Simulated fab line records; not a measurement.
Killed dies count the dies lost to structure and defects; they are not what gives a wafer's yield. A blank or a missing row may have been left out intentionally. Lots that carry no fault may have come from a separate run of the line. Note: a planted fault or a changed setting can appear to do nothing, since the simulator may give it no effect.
Which of the tools did it? -- flow gf180mcu -- 36 wafers from 12 lots sampled at 3 of the route's 602 steps

== WHAT THE GAUGES SHOWED, per wafer ==
GF_HV_LDD_OVL_MEAS_47.
lot,measured,on,HV_LDD_03_OVL (nm)
L075,day 12 14:16,overlay-02,0.3 -0.4 0.9
L077,day 13 03:41,overlay-02,-1.5 -1.6 -0.4
L079,day 13 22:11,overlay-02,-1.7 -0.7 0.5
L081,day 14 20:26,overlay-01,0.6 1.8 1.7
L083,day 15 10:37,overlay-01,1.1 1.5 0.7
L085,day 16 10:49,overlay-01,1.6 -1.0 3.1
L087,day 17 06:34,overlay-02,0.5 3.0 0.5
L090,day 17 19:40,overlay-02,-1.6 -0.3 -0.6
L091,day 18 02:48,overlay-02,-1.3 -1.3 -2.8
L093,day 19 00:43,overlay-02,-0.7 -0.4 1.6
L095,day 19 08:01,overlay-01,0.9 1.2 0.4
L097,day 20 11:13,overlay-02,1.0 1.6 0.7

== EACH LOT AND THE TOOL THAT RAN IT (in order: tool; ch and the chambers of the sampled wafers; start) ==
lot,GF_POLY_GATE_STRIP_14,GF_HV_LDD_STRIP_37
L075,"plasmaAsher-02 ch 0,1, day 9 09:58","plasmaAsher-02 ch 0,1, day 11 19:25"
L077,"plasmaAsher-02 ch 0,1, day 9 20:37","plasmaAsher-04 ch 0, day 12 08:56"
L079,"plasmaAsher-03 ch 0,1, day 10 14:28","plasmaAsher-04 ch 0,1, day 13 01:52"
L081,"plasmaAsher-04 ch 0,1, day 11 10:58","plasmaAsher-04 ch 0,1, day 13 23:13"
L083,"plasmaAsher-03 ch 0,1, day 11 23:31","plasmaAsher-02 ch 0,1, day 14 13:40"
L085,"plasmaAsher-04 ch 0,1, day 12 20:52","plasmaAsher-02 ch 0,1, day 15 12:56"
L087,"plasmaAsher-04 ch 0,1, day 13 14:28","plasmaAsher-04 ch 1, day 16 07:58"
L090,"plasmaAsher-03 ch 0,1, day 14 01:31","plasmaAsher-02 ch 0,1, day 16 20:43"
L091,"plasmaAsher-02 ch 0,1, day 14 08:55","plasmaAsher-01 ch 1, day 17 03:46"
L093,"plasmaAsher-04 ch 0,1, day 15 00:04","plasmaAsher-04 ch 0,1, day 18 00:49"
L095,"plasmaAsher-03 ch 0,1, day 15 09:34","plasmaAsher-04 ch 0,1, day 18 08:07"
L097,"plasmaAsher-04 ch 0,1, day 16 04:52","plasmaAsher-01 ch 0,1, day 19 11:03"
- GF_POLY_GATE_STRIP_14: strips in O2/N2.
- GF_HV_LDD_STRIP_37: strips in O2/N2.

== THE ANSWER, worked out from the rows above alone ==
Rule: usual is defined by the lots themselves. The widest of any qualifying gaps counts: lots, ordered by their means at a reading, are off when they make up no more than a third of the lots, leave a main group of 4 or more, and stand apart from it by 3 or more times the standard deviation of that group's means. If all means in a main group match to the digits the tables above print for the reading, that group is not used. A lot without any number at a reading at which 4 lots or more have one is off too. Any other lot the step has rows for is counted as sound.
Across all readings shown, no lot is off: no conclusion can be drawn from this.

== WHAT THE SIMULATOR PUT IN ==
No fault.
